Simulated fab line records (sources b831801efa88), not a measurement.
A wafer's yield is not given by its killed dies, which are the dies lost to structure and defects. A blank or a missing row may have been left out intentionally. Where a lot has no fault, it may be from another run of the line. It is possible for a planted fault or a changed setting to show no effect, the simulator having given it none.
fab line records + flow sky130 + part 1 of 2: steps 1 to 43 of 44
record:
- lots: 6
- wafers: 18
- last-day: 50
route steps=708 shown VIA3@591 METAL4@598 CAP2M@603 PAD_OPEN@708
lots untouched by any fault: they come from a run of this same line in which no faults occurred
start-h: hours from the record's first day to the start of the lot's first wafer shown + wait-h: hours elapsed since this lot's preceding step + " unchanged from the row above + L1.1+2: one row covering several wafers at once + - no value, or no start was given + * or withheld: withheld + < > ~ a bound
route shown NAME@n: names a module that has steps shown in the file, with the first one's number in the route + usual: mean/standard deviation taken from wafers without a fault + same: alike in all rows + chamber/n: place in a boat + sites: readings site by site + _std_site: the standard deviation of these + _edge_site: inner sites' mean taken away from outer sites' mean + radius-mm: how far each site lies from the wafer's centre + mask NAME#n: copy n + behind: tool/chamber where the wafer was last shaped + hold: reason for holding the lot/hours on hold/outcome of the hold + device: whichever transistor did not switch (one of n, p or np) + end of line: the tests these same wafers got at the end of their route + where a step has no rows: the recipe by itself + killed: not the wafer's yield, but the dies lost to structure and defects at the first sort + map: per-die view of a wafer (x killed, . not killed, _ where there is no die)
set.NAME: the run value of the setting; set.NAME@STEP: its run value at that earlier step + model.NAME: the simulator's own value behind a step, which no gauge read
certain route steps with their lots: each step a table, each wafer a row
services: the hour from which a tool's chamber was out of use, counted from the record's first day as start-h (under 0 if before that day), plus the number of hours and why
== steps ==
step: SKY_VIA3_CLEAN_18
recipe:
- chemistry: IPA
- time-s: 180
- temp-c: 25
step: SKY_VIA3_CLEAN_19
recipe:
- chemistry: O3/DIW
- dry: n2-spin
step: SKY_VIA3_SPUTTER_20
recipe:
- material: TiN
- target-thk-nm: 20
- chamber-pressure-pa: 5
- power-w: 4000
- time-s: 80
step: SKY_VIA3_CVD_21
recipe:
- material: W
- target-thk-nm: 390
- time-s: 117.31
- temp-c: 400
- pressure-torr: 40
step: SKY_VIA3_RS_MEAS_22
recipe:
- thk-meas-gauge: four-point-probe
- reads: W_of_VIA3_CVD_21+TiN_of_VIA3_SPUTTER_20
usual:
- VIA3_W_RS: 0.291/0.004
| lot.wafer | tool          | chamber | start-h | wait-h | VIA3_W_RS[ohm/sq] |
|-----------|---------------|---------|---------|--------|-------------------|
| L757.1    | film-metro-02 | -       | 922.92  | 0.1    | 0.289             |
| L757.5    | "             | -       | "       | "      | 0.294             |
| L757.6    | "             | -       | "       | "      | 0.290             |
| L760.2    | film-metro-04 | -       | 953.57  | 0.1    | 0.291             |
| L760.4    | "             | -       | "       | "      | 0.298             |
| L760.6    | "             | -       | "       | "      | 0.288             |
| L771.2    | film-metro-04 | -       | 1030.32 | 0.1    | 0.286             |
| L771.5    | "             | -       | "       | "      | 0.292             |
| L771.6    | "             | -       | "       | "      | 0.284             |
| L772.2    | film-metro-01 | -       | 1037.78 | 0.1    | 0.295             |
| L772.3    | "             | -       | "       | "      | 0.294             |
| L772.5    | "             | -       | "       | "      | 0.291             |
| L773.1    | film-metro-01 | -       | 1042.69 | 0.1    | 0.288             |
| L773.4    | "             | -       | "       | "      | 0.294             |
| L773.5    | "             | -       | "       | "      | 0.294             |
| L780.1    | film-metro-04 | -       | 1080.37 | 0.1    | 0.286             |
| L780.4    | "             | -       | "       | "      | 0.288             |
| L780.5    | "             | -       | "       | "      | 0.294             |
step: SKY_VIA3_THK_MEAS_23
recipe:
- thk-meas-gauge: xrf
- reads: W_of_VIA3_CVD_21
usual:
- VIA3_W_THK: 405/6.3
| lot.wafer | tool          | chamber | start-h | wait-h | VIA3_W_THK[nm] |
|-----------|---------------|---------|---------|--------|----------------|
| L757.1    | film-metro-02 | -       | 923.04  | 0.1    | 404            |
| L757.5    | "             | -       | "       | "      | 399            |
| L757.6    | "             | -       | "       | "      | 402            |
| L760.2    | film-metro-04 | -       | 953.68  | 0.1    | 402            |
| L760.4    | "             | -       | "       | "      | 394            |
| L760.6    | "             | -       | "       | "      | 407            |
| L771.2    | film-metro-04 | -       | 1030.43 | 0.1    | 414            |
| L771.5    | "             | -       | "       | "      | 404            |
| L771.6    | "             | -       | "       | "      | 417            |
| L772.2    | film-metro-01 | -       | 1037.89 | 0.1    | 405            |
| L772.3    | "             | -       | "       | "      | 406            |
| L772.5    | "             | -       | "       | "      | 409            |
| L773.1    | film-metro-01 | -       | 1042.81 | 0.1    | 416            |
| L773.4    | "             | -       | "       | "      | 405            |
| L773.5    | "             | -       | "       | "      | 404            |
| L780.1    | film-metro-04 | -       | 1080.49 | 0.1    | 408            |
| L780.4    | "             | -       | "       | "      | 407            |
| L780.5    | "             | -       | "       | "      | 398            |
step: SKY_VIA3_CMP_24
recipe:
- stop-on: SiO2
- t-overpolish-s: 20
- down-force-psi: 3.5
- platen-rpm: 60
- target-thk-nm: 0
- pad-velocity-m-s: 0.94248
usual:
- motor-current-A: 10.7/1.2
- overpolish-run-s: 20.000/0.0097
- time-to-endpoint-s: 94/3.7
| lot.wafer | tool   | chamber | start-h | wait-h | motor-current-A | overpolish-run-s | time-to-endpoint-s |
|-----------|--------|---------|---------|--------|-----------------|------------------|--------------------|
| L757.1    | cmp-01 | 2       | 924.69  | 1.6    | 9.9             | 19.998           | 97                 |
| L757.6    | "      | 3       | "       | "      | 12.2            | 20.012           | 98                 |
| L757.5    | "      | 0       | "       | "      | 10.1            | 19.981           | 95                 |
| L760.4    | cmp-02 | 3       | 953.83  | 0.1    | 10.5            | 19.987           | 88                 |
| L760.2    | "      | 0       | "       | "      | 10.5            | 20.016           | 95                 |
| L760.6    | "      | 1       | "       | "      | 10.6            | 19.988           | 95                 |
| L771.2    | cmp-01 | 0       | 1030.63 | 0.2    | 9.8             | 19.993           | 96                 |
| L771.5    | "      | 1       | "       | "      | 12.9            | 20.007           | 91                 |
| L771.6    | "      | 2       | "       | "      | 9.6             | 19.990           | 94                 |
| L772.3    | cmp-01 | 3       | 1037.94 | 0.0    | 12.8            | 19.977           | 91                 |
| L772.2    | "      | 1       | "       | "      | 13.1            | 19.978           | 91                 |
| L772.5    | "      | 0       | "       | "      | 9.4             | 19.986           | 91                 |
| L773.4    | cmp-01 | 2       | 1042.87 | 0.0    | 10.1            | 20.004           | 90                 |
| L773.1    | "      | 3       | "       | "      | 12.3            | 20.010           | 93                 |
| L773.5    | "      | 3       | "       | "      | 12.3            | 20.017           | 89                 |
| L780.4    | cmp-02 | 2       | 1080.84 | 0.3    | 9.1             | 20.006           | 97                 |
| L780.1    | "      | 3       | "       | "      | 10.2            | 19.998           | 100                |
| L780.5    | "      | 1       | "       | "      | 10.3            | 19.999           | 94                 |
step: SKY_METAL4_SPUTTER_00
recipe:
- material: Ti
- target-thk-nm: 15
- power-w: 3000
- time-s: 10
- chamber-pressure-pa: 0.4
usual:
- throttle-valve-pct: 30.0/0.85
| lot.wafer | tool           | chamber | start-h | wait-h | throttle-valve-pct |
|-----------|----------------|---------|---------|--------|--------------------|
| L757.1    | pvd-sputter-03 | -       | 924.84  | 0.1    | 31.5               |
| L757.5    | "              | -       | "       | "      | 30.0               |
| L757.6    | "              | -       | "       | "      | 30.3               |
| L760.2    | pvd-sputter-03 | -       | 954.03  | 0.1    | 30.3               |
| L760.4    | "              | -       | "       | "      | 30.2               |
| L760.6    | "              | -       | "       | "      | 30.0               |
| L771.2    | pvd-sputter-01 | -       | 1030.78 | 0.1    | 31.3               |
| L771.5    | "              | -       | "       | "      | 29.1               |
| L771.6    | "              | -       | "       | "      | 28.6               |
| L772.2    | pvd-sputter-03 | -       | 1038.24 | 0.1    | 30.2               |
| L772.3    | "              | -       | "       | "      | 30.5               |
| L772.5    | "              | -       | "       | "      | 30.2               |
| L773.1    | pvd-sputter-01 | -       | 1043.17 | 0.2    | 30.3               |
| L773.4    | "              | -       | "       | "      | 28.6               |
| L773.5    | "              | -       | "       | "      | 28.6               |
| L780.1    | pvd-sputter-01 | -       | 1081.04 | 0.1    | 30.3               |
| L780.4    | "              | -       | "       | "      | 29.2               |
| L780.5    | "              | -       | "       | "      | 31.4               |
step: SKY_METAL4_SPUTTER_01
recipe:
- material: TiN
- target-thk-nm: 20
- power-w: 6500
- time-s: 16.7
- chamber-pressure-pa: 0.4
usual:
- throttle-valve-pct: 30.0/0.86
| lot.wafer | tool           | chamber | start-h | wait-h | throttle-valve-pct |
|-----------|----------------|---------|---------|--------|--------------------|
| L757.1    | pvd-sputter-03 | -       | 924.86  | 0.0    | 31.3               |
| L757.5    | "              | -       | "       | "      | 29.9               |
| L757.6    | "              | -       | "       | "      | 30.4               |
| L760.2    | pvd-sputter-03 | -       | 954.06  | 0.0    | 30.3               |
| L760.4    | "              | -       | "       | "      | 30.3               |
| L760.6    | "              | -       | "       | "      | 29.7               |
| L771.2    | pvd-sputter-01 | -       | 1030.80 | 0.0    | 31.3               |
| L771.5    | "              | -       | "       | "      | 29.1               |
| L771.6    | "              | -       | "       | "      | 28.6               |
| L772.2    | pvd-sputter-03 | -       | 1038.26 | 0.0    | 29.9               |
| L772.3    | "              | -       | "       | "      | 30.6               |
| L772.5    | "              | -       | "       | "      | 30.1               |
| L773.1    | pvd-sputter-01 | -       | 1043.20 | 0.0    | 30.3               |
| L773.4    | "              | -       | "       | "      | 28.8               |
| L773.5    | "              | -       | "       | "      | 28.2               |
| L780.1    | pvd-sputter-01 | -       | 1081.07 | 0.0    | 30.3               |
| L780.4    | "              | -       | "       | "      | 29.1               |
| L780.5    | "              | -       | "       | "      | 31.7               |
step: SKY_METAL4_SPUTTER_02
recipe:
- material: AlCu
- target-thk-nm: 735
- power-w: 10600
- time-s: 39.1
- chamber-pressure-pa: 0.4
step: SKY_METAL4_SPUTTER_03
recipe:
- material: Ti
- target-thk-nm: 5
- power-w: 3000
- time-s: 3.3
- chamber-pressure-pa: 0.4
usual:
- throttle-valve-pct: 30.0/0.84
| lot.wafer | tool           | chamber | start-h | wait-h | throttle-valve-pct |
|-----------|----------------|---------|---------|--------|--------------------|
| L757.1    | pvd-sputter-03 | -       | 924.93  | 0.0    | 31.1               |
| L757.5    | "              | -       | "       | "      | 29.8               |
| L757.6    | "              | -       | "       | "      | 30.2               |
| L760.2    | pvd-sputter-03 | -       | 954.12  | 0.0    | 30.2               |
| L760.4    | "              | -       | "       | "      | 30.2               |
| L760.6    | "              | -       | "       | "      | 29.8               |
| L771.2    | pvd-sputter-01 | -       | 1030.86 | 0.0    | 31.3               |
| L771.5    | "              | -       | "       | "      | 29.2               |
| L771.6    | "              | -       | "       | "      | 28.4               |
| L772.2    | pvd-sputter-03 | -       | 1038.33 | 0.0    | 30.4               |
| L772.3    | "              | -       | "       | "      | 30.5               |
| L772.5    | "              | -       | "       | "      | 30.3               |
| L773.1    | pvd-sputter-01 | -       | 1043.26 | 0.0    | 30.1               |
| L773.4    | "              | -       | "       | "      | 28.6               |
| L773.5    | "              | -       | "       | "      | 28.2               |
| L780.1    | pvd-sputter-01 | -       | 1081.13 | 0.0    | 30.3               |
| L780.4    | "              | -       | "       | "      | 28.9               |
| L780.5    | "              | -       | "       | "      | 31.8               |
step: SKY_METAL4_SPUTTER_04
recipe:
- material: TiN
- target-thk-nm: 70
- power-w: 6500
- time-s: 58.3
- chamber-pressure-pa: 0.4
step: SKY_CAP2M_CVD_00
recipe:
- material: SiO2
- target-thk-nm: 15.5
- temp-c: 400
- time-s: withheld
- rf-w: 450
usual:
- heater-power-w: 778/120
- rf-fwd-power-W: 441.6/1.9
- susceptor-temp-C: 400.00/0.27
| lot.wafer | tool     | chamber | start-h | wait-h | heater-power-w | rf-fwd-power-W | susceptor-temp-C | model.SiO2_of_CAP2M_CVD_00.thk-nm |
|-----------|----------|---------|---------|--------|----------------|----------------|------------------|-----------------------------------|
| L757.1    | pecvd-04 | 0       | 924.99  | 0.0    | 755            | 441.7          | 399.96           | 15.58                             |
| L757.5    | "        | 0       | "       | "      | 744            | 441.7          | 399.68           | 15.85                             |
| L757.6    | "        | 1       | "       | "      | 647            | 437.9          | 400.10           | 16.13                             |
| L760.2    | pecvd-01 | 0       | 954.19  | 0.0    | 762            | 444.5          | 400.58           | 15.44                             |
| L760.4    | "        | 2       | "       | "      | 866            | 441.9          | 400.18           | 15.6                              |
| L760.6    | "        | 1       | "       | "      | 786            | 440.5          | 399.55           | 15.7                              |
| L771.2    | pecvd-04 | 1       | 1030.93 | 0.0    | 713            | 442.2          | 399.93           | 15.7                              |
| L771.5    | "        | 1       | "       | "      | 698            | 439.0          | 400.03           | 15.78                             |
| L771.6    | "        | 0       | "       | "      | 718            | 442.8          | 400.17           | 15.54                             |
| L772.2    | pecvd-01 | 1       | 1038.39 | 0.0    | 697            | 443.9          | 400.07           | 21.48                             |
| L772.3    | "        | 0       | "       | "      | 655            | 446.1          | 400.33           | 15.22                             |
| L772.5    | "        | 2       | "       | "      | 743            | 440.1          | 399.78           | 15.61                             |
| L773.1    | pecvd-01 | 0       | 1043.33 | 0.0    | 708            | 443.9          | 399.52           | 15.27                             |
| L773.4    | "        | 1       | "       | "      | 721            | 443.9          | 399.85           | 21.83                             |
| L773.5    | "        | 2       | "       | "      | 879            | 440.1          | 400.21           | 15.49                             |
| L780.1    | pecvd-04 | 0       | 1081.20 | 0.0    | 724            | 440.8          | 400.20           | 15.46                             |
| L780.4    | "        | 1       | "       | "      | 670            | 442.1          | 400.42           | 15.98                             |
| L780.5    | "        | 0       | "       | "      | 728            | 441.8          | 400.45           | 15.76                             |
step: SKY_CAP2M_THK_MEAS_01
recipe:
- reads: SiO2_of_CAP2M_CVD_00
usual:
- CAP2M_CVD_00_THK: 15.51/0.22
| lot.wafer | tool          | chamber | start-h | wait-h | CAP2M_CVD_00_THK[nm] |
|-----------|---------------|---------|---------|--------|----------------------|
| L757.1    | film-metro-04 | -       | 925.02  | -      | 15.56                |
| L757.5    | "             | -       | "       | "      | 15.81                |
| L757.6    | "             | -       | "       | "      | 16.12                |
| L760.2    | film-metro-02 | -       | 954.22  | -      | 15.41                |
| L760.4    | "             | -       | "       | "      | 15.57                |
| L760.6    | "             | -       | "       | "      | 15.68                |
| L771.2    | film-metro-04 | -       | 1030.96 | -      | 15.70                |
| L771.5    | "             | -       | "       | "      | 15.76                |
| L771.6    | "             | -       | "       | "      | 15.53                |
| L772.2    | film-metro-03 | -       | 1038.43 | -      | 21.48                |
| L772.3    | "             | -       | "       | "      | 15.24                |
| L772.5    | "             | -       | "       | "      | 15.58                |
| L773.1    | film-metro-03 | -       | 1043.35 | -      | 15.28                |
| L773.4    | "             | -       | "       | "      | 21.79                |
| L773.5    | "             | -       | "       | "      | 15.51                |
| L780.1    | film-metro-03 | -       | 1081.22 | -      | 15.52                |
| L780.4    | "             | -       | "       | "      | 15.95                |
| L780.5    | "             | -       | "       | "      | 15.68                |
step: SKY_CAP2M_SPUTTER_02
recipe:
- material: TiN
- target-thk-nm: 200
- temp-c: 300
- power-w: 6500
- time-s: 166.7
- chamber-pressure-pa: 0.4
step: SKY_CAP2M_RS_MEAS_03
recipe:
- thk-meas-gauge: four-point-probe
- reads: TiN_of_CAP2M_SPUTTER_02
usual:
- CAP2M_TIN_RS: 6.84/0.067
| lot.wafer | tool          | chamber | start-h | wait-h | CAP2M_TIN_RS[ohm/sq] |
|-----------|---------------|---------|---------|--------|----------------------|
| L757.1    | film-metro-03 | -       | 925.19  | 0.1    | 6.76                 |
| L757.5    | "             | -       | "       | "      | 6.79                 |
| L757.6    | "             | -       | "       | "      | 6.86                 |
| L760.2    | film-metro-03 | -       | 954.40  | 0.1    | 6.83                 |
| L760.4    | "             | -       | "       | "      | 6.78                 |
| L760.6    | "             | -       | "       | "      | 6.78                 |
| L771.2    | film-metro-02 | -       | 1031.14 | 0.1    | 6.86                 |
| L771.5    | "             | -       | "       | "      | 6.83                 |
| L771.6    | "             | -       | "       | "      | 6.78                 |
| L772.2    | film-metro-04 | -       | 1038.60 | 0.1    | 6.93                 |
| L772.3    | "             | -       | "       | "      | 6.81                 |
| L772.5    | "             | -       | "       | "      | 6.78                 |
| L773.1    | film-metro-03 | -       | 1043.53 | 0.1    | 6.77                 |
| L773.4    | "             | -       | "       | "      | 6.86                 |
| L773.5    | "             | -       | "       | "      | 6.86                 |
| L780.1    | film-metro-04 | -       | 1081.39 | 0.1    | 6.81                 |
| L780.4    | "             | -       | "       | "      | 6.73                 |
| L780.5    | "             | -       | "       | "      | 6.79                 |
step: SKY_CAP2M_THK_MEAS_04
recipe:
- thk-meas-gauge: xrf
- reads: TiN_of_CAP2M_SPUTTER_02
usual:
- CAP2M_TIN_THK: 205.7/2.3
| lot.wafer | tool          | chamber | start-h | wait-h | CAP2M_TIN_THK[nm] |
|-----------|---------------|---------|---------|--------|-------------------|
| L757.1    | film-metro-03 | -       | 925.31  | 0.1    | 207.3             |
| L757.5    | "             | -       | "       | "      | 207.1             |
| L757.6    | "             | -       | "       | "      | 205.7             |
| L760.2    | film-metro-03 | -       | 954.51  | 0.1    | 206.7             |
| L760.4    | "             | -       | "       | "      | 206.9             |
| L760.6    | "             | -       | "       | "      | 207.7             |
| L771.2    | film-metro-02 | -       | 1031.25 | 0.1    | 205.1             |
| L771.5    | "             | -       | "       | "      | 205.2             |
| L771.6    | "             | -       | "       | "      | 207.6             |
| L772.2    | film-metro-04 | -       | 1038.71 | 0.1    | 202.4             |
| L772.3    | "             | -       | "       | "      | 206.7             |
| L772.5    | "             | -       | "       | "      | 208.0             |
| L773.1    | film-metro-03 | -       | 1043.65 | 0.1    | 208.3             |
| L773.4    | "             | -       | "       | "      | 206.0             |
| L773.5    | "             | -       | "       | "      | 205.6             |
| L780.1    | film-metro-04 | -       | 1081.51 | 0.1    | 206.2             |
| L780.4    | "             | -       | "       | "      | 208.0             |
| L780.5    | "             | -       | "       | "      | 207.3             |
step: SKY_CAP2M_DEHYDRATE_05
recipe:
- temp-c: 200
- time-s: 60
step: SKY_CAP2M_HMDS_06
recipe:
- prime-time-s: 60
- prime-temp-c: 120
step: SKY_CAP2M_COAT_07
recipe:
- resist: NOVOLAK
- spin-rpm: 3000
- resist-thk-nm: 1140
step: SKY_CAP2M_SOFTBAKE_08
recipe:
- temp-c: 90
- time-s: 58.67
- resist: NOVOLAK
step: SKY_CAP2M_EXPOSE_09
recipe:
- mask-id: CAP2M
- na: 0.6
- source-shape: conventional
- sigma-outer: 0.6
- polarization: unpolarized
- target-cd-nm: 1000
- dose-mj: 159
step: SKY_CAP2M_PEB_10
recipe:
- temp-c: withheld
- time-s: *
- resist: NOVOLAK
step: SKY_CAP2M_DEVELOP_11
recipe:
- resist: NOVOLAK
- developer: TMAH
- develop-time-s: 60
- dev-temp-c: 23
step: SKY_CAP2M_OVL_MEAS_12
usual:
- CAP2M_OVL: 0.3/1.1
| lot.wafer | tool       | chamber | start-h | wait-h | CAP2M_OVL[nm] |
|-----------|------------|---------|---------|--------|---------------|
| L757.1    | overlay-01 | -       | 949.36  | 0.1    | 1.7           |
| L757.5    | "          | -       | "       | "      | 0.9           |
| L757.6    | "          | -       | "       | "      | -1.2          |
| L760.2    | overlay-02 | -       | 978.17  | 0.1    | 0.4           |
| L760.4    | "          | -       | "       | "      | -1.4          |
| L760.6    | "          | -       | "       | "      | -1.2          |
| L771.2    | overlay-01 | -       | 1053.35 | 0.1    | -1.7          |
| L771.5    | "          | -       | "       | "      | -1.3          |
| L771.6    | "          | -       | "       | "      | -1.0          |
| L772.2    | overlay-02 | -       | 1060.70 | 0.1    | 0.9           |
| L772.3    | "          | -       | "       | "      | -0.3          |
| L772.5    | "          | -       | "       | "      | 1.6           |
| L773.1    | overlay-02 | -       | 1064.91 | 0.1    | 1.2           |
| L773.4    | "          | -       | "       | "      | 0.9           |
| L773.5    | "          | -       | "       | "      | 0.4           |
| L780.1    | overlay-01 | -       | 1101.61 | 0.1    | 0.6           |
| L780.4    | "          | -       | "       | "      | 0.3           |
| L780.5    | "          | -       | "       | "      | 0.0           |
step: SKY_CAP2M_METAL_ETCH_13
recipe:
- target-depth-nm: 220
- stop-on: SiO2
- chemistry: Cl2/BCl3
- target: TiN
- pressure-mtorr: 10
- icp-w: 900
- bias-w: 48.5
- Cl2_flow_sccm: 60
- bcl3-flow-sccm: 30
- time-s: 62.9
step: SKY_CAP2M_STRIP_14
recipe:
- chemistry: O2/N2
- power-w: 1400
- pressure-mtorr: 1500
- platen-temp-c: withheld
- o2-flow-sccm: 3000
- n2-flow-sccm: 300
- overash-fraction: 0.5
step: SKY_CAP2M_STRIP_15
recipe:
- chemistry: post-etch-residue-remover
- time-s: 1200
- temp-c: 72.5
step: SKY_CAP2M_CLEAN_16
recipe:
- chemistry: IPA
- time-s: 180
- temp-c: 25
step: SKY_CAP2M_CLEAN_17
recipe:
- chemistry: O3/DIW
- dry: n2-spin
step: SKY_METAL4_DEHYDRATE_05
recipe:
- temp-c: 200
- time-s: 60
step: SKY_METAL4_HMDS_06
recipe:
- prime-time-s: 60
- prime-temp-c: 120
step: SKY_METAL4_COAT_07
recipe:
- resist: BARC
- temp-c: withheld
- time-s: withheld
- spin-rpm: 3000
- resist-thk-nm: 60
step: SKY_METAL4_COAT_08
recipe:
- resist: KrF-thick
- spin-rpm: 3000
- resist-thk-nm: 1140
step: SKY_METAL4_SOFTBAKE_09
recipe:
- temp-c: 100
- time-s: 90
- resist: KrF-thick
step: SKY_METAL4_EXPOSE_10
recipe:
- mask-id: MM4
- na: 0.68
- source-shape: annular
- sigma-inner: 0.4
- sigma-outer: 0.8
- target-cd-nm: 300
- dose-mj: 28
step: SKY_METAL4_PEB_11
recipe:
- peb-temp-c: withheld
- peb-time-s: withheld
- resist: KrF-thick
step: SKY_METAL4_DEVELOP_12
recipe:
- develop-time-s: 60
- resist: KrF-thick
- dev-temp-c: 21
step: SKY_METAL4_CD_MEAS_13
recipe:
- target-cd-nm: 300
usual:
- cd-nm: 299.9/1.6
| lot.wafer | tool      | chamber | start-h | wait-h | cd-nm |
|-----------|-----------|---------|---------|--------|-------|
| L757.1    | cd-sem-02 | -       | 974.01  | -      | 298.7 |
| L757.5    | "         | -       | "       | "      | 298.0 |
| L757.6    | "         | -       | "       | "      | 297.2 |
| L760.2    | cd-sem-01 | -       | 1002.38 | -      | 300.4 |
| L760.4    | "         | -       | "       | "      | 300.4 |
| L760.6    | "         | -       | "       | "      | 300.3 |
| L771.2    | cd-sem-01 | -       | 1075.53 | -      | 299.8 |
| L771.5    | "         | -       | "       | "      | 300.2 |
| L771.6    | "         | -       | "       | "      | 300.0 |
| L772.2    | cd-sem-02 | -       | 1082.38 | -      | 297.8 |
| L772.3    | "         | -       | "       | "      | 297.7 |
| L772.5    | "         | -       | "       | "      | 296.4 |
| L773.1    | cd-sem-02 | -       | 1086.26 | -      | 300.4 |
| L773.4    | "         | -       | "       | "      | 299.2 |
| L773.5    | "         | -       | "       | "      | 299.1 |
| L780.1    | cd-sem-02 | -       | 1122.17 | -      | 300.6 |
| L780.4    | "         | -       | "       | "      | 301.8 |
| L780.5    | "         | -       | "       | "      | 302.0 |
step: SKY_METAL4_OVL_MEAS_14
usual:
- METAL4_OVL: 3/5.2
| lot.wafer | tool       | chamber | start-h | wait-h | METAL4_OVL[nm] |
|-----------|------------|---------|---------|--------|----------------|
| L757.1    | overlay-02 | -       | 974.13  | 0.1    | 10             |
| L757.5    | "          | -       | "       | "      | 9              |
| L757.6    | "          | -       | "       | "      | 2              |
| L760.2    | overlay-01 | -       | 1002.49 | 0.1    | -10            |
| L760.4    | "          | -       | "       | "      | -2             |
| L760.6    | "          | -       | "       | "      | -4             |
| L771.2    | overlay-01 | -       | 1075.64 | 0.1    | 5              |
| L771.5    | "          | -       | "       | "      | 3              |
| L771.6    | "          | -       | "       | "      | 9              |
| L772.2    | overlay-02 | -       | 1082.49 | 0.1    | 7              |
| L772.3    | "          | -       | "       | "      | 3              |
| L772.5    | "          | -       | "       | "      | 2              |
| L773.1    | overlay-01 | -       | 1086.38 | 0.1    | -5             |
| L773.4    | "          | -       | "       | "      | 7              |
| L773.5    | "          | -       | "       | "      | 1              |
| L780.1    | overlay-02 | -       | 1122.29 | 0.1    | 3              |
| L780.4    | "          | -       | "       | "      | -3             |
| L780.5    | "          | -       | "       | "      | -2             |
step: SKY_METAL4_DESCUM_15
recipe:
- chemistry: O2
- source-power-w: 150
- bias-power-w: 0
- pressure-mtorr: 10
- temp-c: 40
- time-s: 8
usual:
- drypump-motor-current-A: 5.38/0.22
- oes-product-au: 1.003/0.0093
- rf-fwd-power-W: 147.4/0.64
| lot.wafer | tool         | chamber | start-h | wait-h | drypump-motor-current-A | oes-product-au | rf-fwd-power-W | rf-hours-counter-h |
|-----------|--------------|---------|---------|--------|-------------------------|----------------|----------------|--------------------|
| L757.1    | rie-metal-01 | 0       | 974.17  | 0.0    | 5.13                    | 0.999          | 147.0          | 4                  |
| L757.5    | "            | 0       | "       | "      | 5.12                    | 1.002          | 147.0          | -                  |
| L757.6    | "            | 0       | "       | "      | 5.12                    | 0.996          | 147.3          | -                  |
| L760.2    | rie-metal-02 | 1       | 1002.52 | 0.0    | 5.44                    | 1.000          | 147.6          | 11                 |
| L760.4    | "            | 1       | "       | "      | 5.45                    | 1.001          | 148.6          | -                  |
| L760.6    | "            | 1       | "       | "      | 5.45                    | 1.001          | 147.6          | -                  |
| L771.2    | rie-metal-02 | 1       | 1075.67 | 0.0    | 5.45                    | 1.002          | 147.7          | 17                 |
| L771.5    | "            | 1       | "       | "      | 5.45                    | 1.007          | 148.0          | -                  |
| L771.6    | "            | 0       | "       | "      | 5.65                    | 0.980          | 148.0          | -                  |
| L772.2    | rie-metal-01 | 0       | 1082.52 | 0.0    | 5.11                    | 1.004          | 147.7          | 12                 |
| L772.3    | "            | 0       | "       | "      | 5.12                    | 1.008          | 147.6          | -                  |
| L772.5    | "            | 0       | "       | "      | 5.12                    | 1.006          | 147.2          | -                  |
| L773.1    | rie-metal-03 | 1       | 1086.42 | 0.0    | 5.61                    | 1.007          | 147.3          | 20                 |
| L773.4    | "            | 0       | "       | "      | 5.62                    | 0.996          | 146.7          | -                  |
| L773.5    | "            | 0       | "       | "      | 5.62                    | 1.003          | 146.1          | -                  |
| L780.1    | rie-metal-01 | 0       | 1122.32 | 0.0    | 5.12                    | 0.998          | 147.3          | 15                 |
| L780.4    | "            | 0       | "       | "      | 5.13                    | 1.007          | 147.4          | -                  |
| L780.5    | "            | 1       | "       | "      | 5.26                    | 1.015          | 147.5          | -                  |
step: SKY_METAL4_ETCH_16
recipe:
- chemistry: N2/H2
- target: BARC
- ion-energy-ev: 200
- bias-w: 100
- pressure-mtorr: 30
- n2-flow-sccm: 100
- h2-flow-sccm: 200
- icp-w: 500
- stop-on: SiO2
- time-s: 88.2
- target-depth-a: 600
step: SKY_METAL4_ETCH_17
recipe:
- target: SiO2
- stop-on: TiN
- chemistry: C4F8/O2/Ar
- source-w: 1500
- bias-w: 1200
- pressure-mtorr: 40
- c4f8-flow-sccm: withheld
- O2_flow_sccm: 6
- Ar_flow_sccm: 300
- time-s: 3.9
- target-depth-a: 150
usual:
- oes-product-au: 0.755/0.0069
- rf-fwd-power-W: 1465/4.8
| lot.wafer | tool        | chamber | start-h | wait-h | oes-product-au | rf-fwd-power-W | rf-hours-counter-h | model.etch.depth-nm |
|-----------|-------------|---------|---------|--------|----------------|----------------|--------------------|---------------------|
| L757.1    | rie-diel-02 | 0       | 974.43  | 0.2    | 0.753          | 1470           | 10                 | 15.58               |
| L757.5    | "           | 1       | "       | "      | 0.759          | 1469           | -                  | 15.85               |
| L757.6    | "           | 0       | "       | "      | 0.771          | 1462           | -                  | 16.13               |
| L760.2    | rie-diel-02 | 3       | 1002.65 | 0.1    | 0.751          | 1466           | 3                  | 15.44               |
| L760.4    | "           | 1       | "       | "      | 0.754          | 1463           | 8                  | 15.6                |
| L760.6    | "           | 2       | "       | "      | 0.757          | 1467           | -                  | 15.7                |
| L771.2    | rie-diel-01 | 3       | 1075.80 | 0.1    | 0.759          | 1468           | 7                  | 15.7                |
| L771.5    | "           | 0       | "       | "      | 0.762          | 1459           | -                  | 15.78               |
| L771.6    | "           | 1       | "       | "      | 0.751          | 1461           | -                  | 15.54               |
| L772.2    | rie-diel-01 | 2       | 1082.65 | 0.1    | 0.899          | 1464           | 18                 | 21.48               |
| L772.3    | "           | 1       | "       | "      | 0.756          | 1462           | 27                 | 15.22               |
| L772.5    | "           | 0       | "       | "      | 0.754          | 1467           | -                  | 15.61               |
| L773.1    | rie-diel-02 | 1       | 1086.55 | 0.1    | 0.758          | 1462           | 11                 | 15.27               |
| L773.4    | "           | 2       | "       | "      | 0.903          | 1469           | 4                  | 21.83               |
| L773.5    | "           | 1       | "       | "      | 0.752          | 1464           | -                  | 15.49               |
| L780.1    | rie-diel-01 | 3       | 1122.45 | 0.1    | 0.746          | 1455           | 8                  | 15.46               |
| L780.4    | "           | 1       | "       | "      | 0.764          | 1461           | 28                 | 15.98               |
| L780.5    | "           | 1       | "       | "      | 0.757          | 1463           | -                  | 15.76               |
== key ==
first-sign:
- step: SKY_CAP2M_THK_MEAS_01
- reading: CAP2M_CVD_00_THK
- direction: up
- sigmas: 27
- usual: 15.51
- struck: 21.63
effect:
- step: SKY_METAL4_ETCH_17
- reading: oes-product-au
- direction: up
- sigmas: 21
- usual: 0.755
- struck: 0.901
model-effect:
- step: SKY_CAP2M_CVD_00
- value: SiO2_of_CAP2M_CVD_00.thk-nm
- without: 15.44
- struck: 21.65
model-effect:
- step: SKY_METAL4_ETCH_17
- value: etch.depth-nm
- without: 15.44
- struck: 21.65
model-effect:
- step: SKY_PAD_OPEN_PROBE_99
- value: etest.tester.sort-n-pass
- without: 391
- struck: 18
met-at SKY_CAP2M_CVD_00
struck-wafers L772.2,L773.4
onset-between 954.19 1038.39
fault:
- kind: process-parameter-drift
- tool: pecvd-01
- chamber: 1
- onset-h: 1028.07
- steps: SKY_CAP2M_CVD_00
- channel: target-thk-nm
- offset: 6.2101
- shape: step
- end-h: 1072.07
- acts-in: these-recipes-only
- stated: 15.5
